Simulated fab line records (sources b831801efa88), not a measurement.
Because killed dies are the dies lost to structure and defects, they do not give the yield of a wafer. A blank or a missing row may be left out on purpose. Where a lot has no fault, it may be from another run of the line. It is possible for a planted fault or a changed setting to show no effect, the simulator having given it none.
Chamber matching :: flow gf180mcu :: GF_V5_ETCH_16 on rie-diel-02: 4 sister chambers
The step etches BARC in N2/H2. 14 wafers are shown with their chamber, then 7 later ones without.

## WAFERS PAIRED WITH THEIR CHAMBERS
wafer: L453.1
chamber: 0
drypump-motor-current-A (A): 6.4
throttle-valve-pct (%): 13.491
oes-product-au (a.u.): 0.855

wafer: L453.2
chamber: 1
drypump-motor-current-A (A): 5.8
throttle-valve-pct (%): 13.501
oes-product-au (a.u.): 0.861

wafer: L453.6
chamber: 1
drypump-motor-current-A (A): 5.7
throttle-valve-pct (%): 13.500
oes-product-au (a.u.): 0.859

wafer: L454.1
chamber: 0
drypump-motor-current-A (A): 6.3
throttle-valve-pct (%): 13.478
oes-product-au (a.u.): 0.848

wafer: L454.3
chamber: 2
drypump-motor-current-A (A): 6.2
throttle-valve-pct (%): 13.484
oes-product-au (a.u.): 0.853

wafer: L454.4
chamber: 3
drypump-motor-current-A (A): 5.6
throttle-valve-pct (%): 13.493
oes-product-au (a.u.): 0.857

wafer: L455.1
chamber: 1
drypump-motor-current-A (A): 5.8
throttle-valve-pct (%): 13.486
oes-product-au (a.u.): 0.852

wafer: L455.3
chamber: 0
drypump-motor-current-A (A): 6.3
throttle-valve-pct (%): 13.476
oes-product-au (a.u.): 0.848

wafer: L455.4
chamber: 3
drypump-motor-current-A (A): 5.6
throttle-valve-pct (%): 13.509
oes-product-au (a.u.): 0.857

wafer: L457.1
chamber: 3
drypump-motor-current-A (A): 5.5
throttle-valve-pct (%): 13.505
oes-product-au (a.u.): 0.853

wafer: L457.5
chamber: 1
drypump-motor-current-A (A): 5.7
throttle-valve-pct (%): 13.500
oes-product-au (a.u.): 0.847

wafer: L457.6
chamber: 0
drypump-motor-current-A (A): 6.3
throttle-valve-pct (%): 13.491
oes-product-au (a.u.): 0.859

wafer: L461.3
chamber: 0
drypump-motor-current-A (A): 6.3
throttle-valve-pct (%): 13.480
oes-product-au (a.u.): 0.854

wafer: L461.4
chamber: 1
drypump-motor-current-A (A): 5.8
throttle-valve-pct (%): 13.503
oes-product-au (a.u.): 0.852

SIGNATURES, as means of the wafers listed above
reading: drypump-motor-current-A
chamber 0: 6.320
chamber 1: 5.760
chamber 2: 6.200
chamber 3: 5.567
scatter within a chamber: 0.0516

reading: throttle-valve-pct
chamber 0: 13.48320
chamber 1: 13.49800
chamber 2: 13.48400
chamber 3: 13.50233
scatter within a chamber: 0.00732

reading: oes-product-au
chamber 0: 0.85280
chamber 1: 0.85420
chamber 2: 0.85300
chamber 3: 0.85567
scatter within a chamber: 0.00482
Rule: a wafer lies at a distance from a chamber equal to the root of the sum of squares, over the readings, of (its reading less the chamber's mean, divided by the reading's scatter). If the next closest chamber is less than 2 further off than the closest, the wafer can't be placed; otherwise it belongs to the closest. The scatter: take each reading less its chamber's mean, square it, sum over the shown wafers, divide by the number of wafers less the number of chambers, and take the root.

## WAFERS WITHOUT THEIR CHAMBER
wafer: L461.5
drypump-motor-current-A (A): 5.7
throttle-valve-pct (%): 13.496
oes-product-au (a.u.): 0.852

wafer: L462.4
drypump-motor-current-A (A): 5.5
throttle-valve-pct (%): 13.493
oes-product-au (a.u.): 0.857

wafer: L462.5
drypump-motor-current-A (A): 5.5
throttle-valve-pct (%): 13.483
oes-product-au (a.u.): 0.856

wafer: L462.6
drypump-motor-current-A (A): 6.3
throttle-valve-pct (%): 13.494
oes-product-au (a.u.): 0.847

wafer: L470.1
drypump-motor-current-A (A): 5.6
throttle-valve-pct (%): 13.496
oes-product-au (a.u.): 0.857

wafer: L470.4
drypump-motor-current-A (A): 6.3
throttle-valve-pct (%): 13.485
oes-product-au (a.u.): 0.849

wafer: L470.5
drypump-motor-current-A (A): 6.3
throttle-valve-pct (%): 13.489
oes-product-au (a.u.): 0.859

## WHICH CHAMBER EACH ONE RAN IN
wafer: L461.5
from the rows above: can't be placed: 1 or 3
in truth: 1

wafer: L462.4
from the rows above: 3
in truth: 3

wafer: L462.5
from the rows above: 3
in truth: 3

wafer: L462.6
from the rows above: can't be placed: 0 or 2
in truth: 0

wafer: L470.1
from the rows above: 3
in truth: 3

wafer: L470.4
from the rows above: can't be placed: 0 or 2
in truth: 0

wafer: L470.5
from the rows above: can't be placed: 0 or 2
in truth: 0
Correctly placed: 3 of 7. Can't be placed from these rows: 4 (the true chamber is among the candidates in 4). Wrongly placed: 0.
